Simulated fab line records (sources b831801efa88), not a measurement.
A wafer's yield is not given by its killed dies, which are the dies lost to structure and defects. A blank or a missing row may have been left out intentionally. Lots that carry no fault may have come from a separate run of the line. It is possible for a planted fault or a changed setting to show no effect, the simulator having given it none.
The tool behind it: which one?	flow gf180mcu	12 lots, 36 wafers sampled, at 5 steps of a route of 602

## WHAT EACH GAUGE READ, for each wafer
GF_POLY_GATE_CD_MEAS_10: target cd 280 nm.
lot	measured	on	cd_nm (nm)
L856	day 9 16:51	cd_sem-01	278.2 277.8 279.8
L858	day 10 15:41	cd_sem-02	279.4 279.9 278.5
L860	day 11 05:33	cd_sem-02	280.6 280.1 280.9
L862	day 11 13:07	cd_sem-01	321.8 323.4 322.5
L863	day 11 23:38	cd_sem-01	279.0 279.4 278.7
L864	day 12 19:43	cd_sem-02	278.0 280.9 279.5
L868	day 13 06:30	cd_sem-01	279.1 279.1 279.1
L872	day 14 08:55	cd_sem-01	281.1 280.4 281.6
L873	day 14 12:28	cd_sem-02	281.2 281.3 281.4
L874	day 14 15:07	cd_sem-01	280.5 281.8 279.6
L876	day 15 12:02	cd_sem-02	281.0 279.9 280.0
L877	day 15 19:10	cd_sem-02	279.8 281.4 281.6

GF_POLY_GATE_THK_MEAS_17.
lot	measured	on	POLY_GATE_OXIDATION_THK (nm)
L856	day 9 18:36	film_metro-02	3.97 3.92 3.94
L858	day 10 23:25	film_metro-02	3.90 3.94 3.92
L860	day 11 09:08	film_metro-02	3.95 3.86 3.96
L862	day 12 05:37	film_metro-04	3.81 3.76 3.80
L863	day 12 05:37	film_metro-02	4.10 4.07 4.10
L864	day 12 21:22	film_metro-04	3.96 3.91 3.97
L868	day 13 08:19	film_metro-04	4.09 4.05 4.11
L872	day 14 11:56	film_metro-01	3.86 3.92 3.91
L873	day 14 18:41	film_metro-04	3.99 4.03 4.00
L874	day 14 18:44	film_metro-04	3.90 3.98 3.90
L876	day 15 13:42	film_metro-01	3.97 3.98 3.95
L877	day 15 21:14	film_metro-02	3.99 3.97 3.98

## EACH LOT AND THE TOOL THAT RAN IT (in order: tool; ch and the chambers of the sampled wafers; start)
lot	GF_MVSD_STRIP_10	GF_POLY_GATE_EXPOSE_07	GF_POLY_GATE_STRIP_14
L856	plasma_asher-04 ch 0,1, day 4 20:56	krf_scanner-01 ch 0, day 9 08:43	plasma_asher-01 ch 0,1, day 9 17:07
L858	plasma_asher-01 ch 0,1, day 5 11:35	krf_scanner-01 ch 0, day 10 07:39	plasma_asher-02 ch 0,1, day 10 15:57
L860	plasma_asher-04 ch 0, day 5 20:56	krf_scanner-01 ch 0, day 10 21:19	plasma_asher-04 ch 0,1, day 11 05:49
L862	plasma_asher-04 ch 0,1, day 6 08:00	krf_scanner-02 ch 0, day 11 04:14	plasma_asher-01 ch 0,1, day 11 13:21
L863	plasma_asher-01 ch 0,1, day 6 12:54	krf_scanner-02 ch 0, day 11 15:35	plasma_asher-04 ch 0,1, day 11 23:54
L864	plasma_asher-04 ch 0,1, day 6 22:12	krf_scanner-02 ch 0, day 12 11:01	plasma_asher-02 ch 0,1, day 12 19:58
L868	plasma_asher-04 ch 1, day 7 17:49	krf_scanner-01 ch 0, day 12 20:49	plasma_asher-02 ch 0,1, day 13 06:46
L872	plasma_asher-01 ch 0,1, day 8 17:49	krf_scanner-02 ch 0, day 13 22:47	plasma_asher-01 ch 0,1, day 14 09:10
L873	plasma_asher-04 ch 0, day 9 01:45	krf_scanner-02 ch 0, day 14 02:49	plasma_asher-04 ch 0,1, day 14 12:43
L874	plasma_asher-04 ch 0,1, day 9 05:59	krf_scanner-02 ch 0, day 14 04:58	plasma_asher-02 ch 0,1, day 14 15:22
L876	plasma_asher-02 ch 0,1, day 9 17:50	krf_scanner-02 ch 0, day 15 01:23	plasma_asher-04 ch 0,1, day 15 12:18
L877	plasma_asher-02 ch 0,1, day 10 00:02	krf_scanner-02 ch 0, day 15 08:20	plasma_asher-04 ch 0, day 15 19:25
- GF_MVSD_STRIP_10: strips in O2/N2.
- GF_POLY_GATE_EXPOSE_07: exposes mask Poly2, target cd 280 nm.
- GF_POLY_GATE_STRIP_14: strips in O2/N2.

## AS READ BY THE TOOLS THEMSELVES (means over the sampled wafers that have a number; for cases with no such wafer, the mark the record gives instead)
GF_MVSD_STRIP_10.
lot	tool	drypump_motor_current_A (A)	heater_power_w (W)	oes_product_au (a.u.)	strip_time_to_endpoint_s (s)
L856	plasma_asher-04	5.77	351	0.723	36.71
L858	plasma_asher-01	5.75	349	0.722	37.13
L860	plasma_asher-04	5.86	362	0.723	37.05
L862	plasma_asher-04	5.79	350	0.719	36.93
L863	plasma_asher-01	5.74	349	0.726	37.12
L864	plasma_asher-04	5.71	341	0.719	37.07
L868	plasma_asher-04	5.64	332	0.724	37.11
L872	plasma_asher-01	5.72	347	0.723	37.01
L873	plasma_asher-04	5.88	360	0.721	37.00
L874	plasma_asher-04	5.78	350	0.717	37.13
L876	plasma_asher-02	5.95	352	0.722	37.02
L877	plasma_asher-02	5.95	353	0.726	37.09

GF_POLY_GATE_EXPOSE_07.
lot	tool	focus_offset_nm (nm)
L856	krf_scanner-01	-0.6
L858	krf_scanner-01	-0.0
L860	krf_scanner-01	-0.0
L862	krf_scanner-02	0.2
L863	krf_scanner-02	0.3
L864	krf_scanner-02	-0.6
L868	krf_scanner-01	-0.3
L872	krf_scanner-02	-0.4
L873	krf_scanner-02	0.4
L874	krf_scanner-02	-0.0
L876	krf_scanner-02	-0.1
L877	krf_scanner-02	0.3

GF_POLY_GATE_STRIP_14.
lot	tool	drypump_motor_current_A (A)	heater_power_w (W)	oes_product_au (a.u.)
L856	plasma_asher-01	5.75	343	0.504
L858	plasma_asher-02	5.91	317	0.502
L860	plasma_asher-04	5.72	337	0.501
L862	plasma_asher-01	5.74	342	0.510
L863	plasma_asher-04	5.72	339	0.502
L864	plasma_asher-02	5.93	355	0.508
L868	plasma_asher-02	5.90	322	0.502
L872	plasma_asher-01	5.77	352	0.507
L873	plasma_asher-04	5.77	350	0.505
L874	plasma_asher-02	5.91	316	0.506
L876	plasma_asher-04	5.71	339	0.505
L877	plasma_asher-04	5.84	357	0.508

## THE ANSWER, worked out from the rows above alone
Rule: what is usual is taken from the lots themselves. The widest of any qualifying gaps counts: lots, ordered by their means at a reading, are off when they make up no more than a third of the lots, leave a main group of 4 or more, and stand apart from it by 3 or more times the standard deviation of that group's means. Not used: any main group whose means are identical at the precision the tables above print for the reading. A lot without any number at a reading at which 4 lots or more have one is off too. The other lots that the step has rows for count as sound. The gauges are gone through in route order, then the tools' own readings, and for those a lot's mean is taken as printed above. The first step at which some lot is off is used, and at that step the reading that is off furthest; a lot without a number counts as furthest.
Off: L862 (GF_POLY_GATE_CD_MEAS_10, cd_nm). For the main group the mean is 280.0 nm and the standard deviation 0.9.
A tool fits if, at a process step before that reading, it ran every lot that is off, and no sound lot after the first of them. Those tools and the gauges at GF_POLY_GATE_CD_MEAS_10 are tried in the same way. Not one of the candidates tried fits.

## WHAT THE SIMULATOR PUT IN
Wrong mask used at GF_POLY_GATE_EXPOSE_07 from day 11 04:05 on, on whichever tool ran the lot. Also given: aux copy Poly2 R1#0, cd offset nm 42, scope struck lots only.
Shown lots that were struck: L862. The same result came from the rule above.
